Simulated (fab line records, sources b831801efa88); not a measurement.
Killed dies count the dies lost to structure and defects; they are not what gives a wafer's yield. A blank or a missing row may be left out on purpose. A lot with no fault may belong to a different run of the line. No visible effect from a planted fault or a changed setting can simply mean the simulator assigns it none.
Which of the tools did it? | flow gf180mcu | 33 wafers from 11 lots sampled at 4 of the route's 602 steps

WHAT THE GAUGES READ, wafer by wafer
GF_HV_LDD_THK_MEAS_57.
lot  | measured     | on            | HV_LDD_CVD_56_THK (nm)
L815 | day 12 15:00 | film-metro-02 | 91.1 91.0 90.9
L816 | day 13 01:20 | film-metro-03 | 90.2 89.4 89.7
L817 | day 13 10:34 | film-metro-03 | 90.6 90.7 90.3
L824 | day 16 00:59 | film-metro-04 | 89.5 89.2 89.9
L825 | day 16 08:34 | film-metro-03 | 90.0 89.8 89.9
L826 | day 16 17:35 | film-metro-03 | 90.6 90.7 90.5
L828 | day 17 07:42 | film-metro-04 | 89.6 89.9 89.9
L832 | day 18 17:40 | film-metro-04 | 91.4 90.8 90.3
L833 | day 19 09:13 | film-metro-02 | 91.4 91.4 90.8
L835 | day 20 00:01 | film-metro-04 | 90.2 90.3 90.6
L837 | day 20 11:59 | film-metro-04 | 89.9 90.0 90.3

GF_CONTACT_RS_MEAS_25: uses a four-point probe to measure.
lot  | measured     | on            | CONTACT_W_RS (ohm/sq)
L815 | day 16 03:02 | film-metro-04 | 0.375 0.375 0.381
L816 | day 16 13:33 | film-metro-04 | 0.379 0.380 0.383
L817 | day 17 01:04 | film-metro-04 | 0.380 0.385 0.385
L824 | day 20 02:24 | film-metro-02 | 0.386 0.388 0.636
L825 | day 20 10:25 | film-metro-03 | 0.633 0.381 0.630
L826 | day 20 19:15 | film-metro-03 | 0.631 0.377 0.629
L828 | day 21 11:50 | film-metro-02 | 0.379 0.383 0.370
L832 | day 22 20:47 | film-metro-04 | 0.378 0.384 0.387
L833 | day 23 11:32 | film-metro-04 | 0.387 0.387 0.385
L835 | day 23 23:46 | film-metro-03 | 0.377 0.381 0.375
L837 | day 24 11:56 | film-metro-04 | 0.383 0.379 0.378

GF_CONTACT_THK_MEAS_26: measures by xrf.
lot  | measured     | on            | CONTACT_W_THK (nm)
L815 | day 16 03:07 | film-metro-04 | 312 311 306
L816 | day 16 13:40 | film-metro-04 | 310 306 303
L817 | day 17 01:11 | film-metro-04 | 311 304 304
L824 | day 20 02:31 | film-metro-02 | 302 299 184
L825 | day 20 10:32 | film-metro-03 | 185 307 186
L826 | day 20 19:20 | film-metro-03 | 186 312 186
L828 | day 21 11:57 | film-metro-02 | 308 303 316
L832 | day 22 20:54 | film-metro-04 | 310 303 303
L833 | day 23 11:40 | film-metro-04 | 302 300 300
L835 | day 23 23:53 | film-metro-03 | 310 308 314
L837 | day 24 12:03 | film-metro-04 | 308 312 311

WHICH TOOL RAN EACH LOT (tool, then ch and the chambers of the sampled wafers, then the start)
lot  | GF_CONTACT_CVD_24
L815 | cvd-w-01 ch 0,1, day 16 02:54
L816 | cvd-w-01 ch 0,1, day 16 13:26
L817 | cvd-w-01 ch 0,1, day 17 00:58
L824 | cvd-w-02 ch 0,1, day 20 02:18
L825 | cvd-w-02 ch 0,1, day 20 10:19
L826 | cvd-w-02 ch 0,1, day 20 19:07
L828 | cvd-w-01 ch 0,1, day 21 11:44
L832 | cvd-w-01 ch 0,1, day 22 20:40
L833 | cvd-w-02 ch 0,1, day 23 11:26
L835 | cvd-w-02 ch 0, day 23 23:35
L837 | cvd-w-02 ch 0,1, day 24 11:50
- GF_CONTACT_CVD_24: deposits W, target thk 300 nm, time 90.339 s.

WHAT THE TOOLS THEMSELVES READ (means of the sampled wafers that have a number; where no wafer has one, the mark that the record gives instead)
GF_CONTACT_CVD_24.
lot  | tool     | heater-power-outer-w (W) | heater-power-w (W) | susceptor-temp-C (C)
L815 | cvd-w-01 | 577                      | 916                | 400.01
L816 | cvd-w-01 | 576                      | 928                | 399.89
L817 | cvd-w-01 | 580                      | 931                | 399.93
L824 | cvd-w-02 | 517                      | 832                | 390.93
L825 | cvd-w-02 | 473                      | 786                | 381.61
L826 | cvd-w-02 | 479                      | 780                | 381.80
L828 | cvd-w-01 | 582                      | 909                | 399.88
L832 | cvd-w-01 | 590                      | 920                | 400.03
L833 | cvd-w-02 | 532                      | 876                | 400.20
L835 | cvd-w-02 | 528                      | 892                | 400.17
L837 | cvd-w-02 | 542                      | 885                | 399.79

THE ANSWER, worked out from the rows above alone
Rule: the usual values come from the lots themselves. Put in order of their means at a reading, lots are off if they are a third of the lots or fewer, leave a main group of 4 or more, and stand apart from it by a gap of 3 or more times the standard deviation of the main group's means; of several such gaps the widest counts. A main group is skipped when, at the precision printed for the reading in the tables above, its means are all equal. Also off: a lot with no number at a reading for which 4 or more lots have one. All remaining lots with rows at the step are treated as sound. After the gauges, taken in route order, come the tools' own readings; for these a lot's mean is taken, as printed above. The first step at which some lot is off is used, and at that step the reading that is off furthest; a lot without a number counts as furthest.
Off: at GF_CONTACT_RS_MEAS_25 (CONTACT_W_RS), L824, L825, L826. Main group: mean 0.381 ohm/sq, sd 0.0031.
If a tool, at a process step before that reading, ran all the lots that are off and no sound lot after the first of them, it fits. Not tried: the gauges at GF_CONTACT_RS_MEAS_25; whatever is off there is also off at GF_CONTACT_CVD_24, on other tools, and gauge error can't account for it. None of those tried fits.

WHAT WAS PUT IN BY THE SIMULATOR
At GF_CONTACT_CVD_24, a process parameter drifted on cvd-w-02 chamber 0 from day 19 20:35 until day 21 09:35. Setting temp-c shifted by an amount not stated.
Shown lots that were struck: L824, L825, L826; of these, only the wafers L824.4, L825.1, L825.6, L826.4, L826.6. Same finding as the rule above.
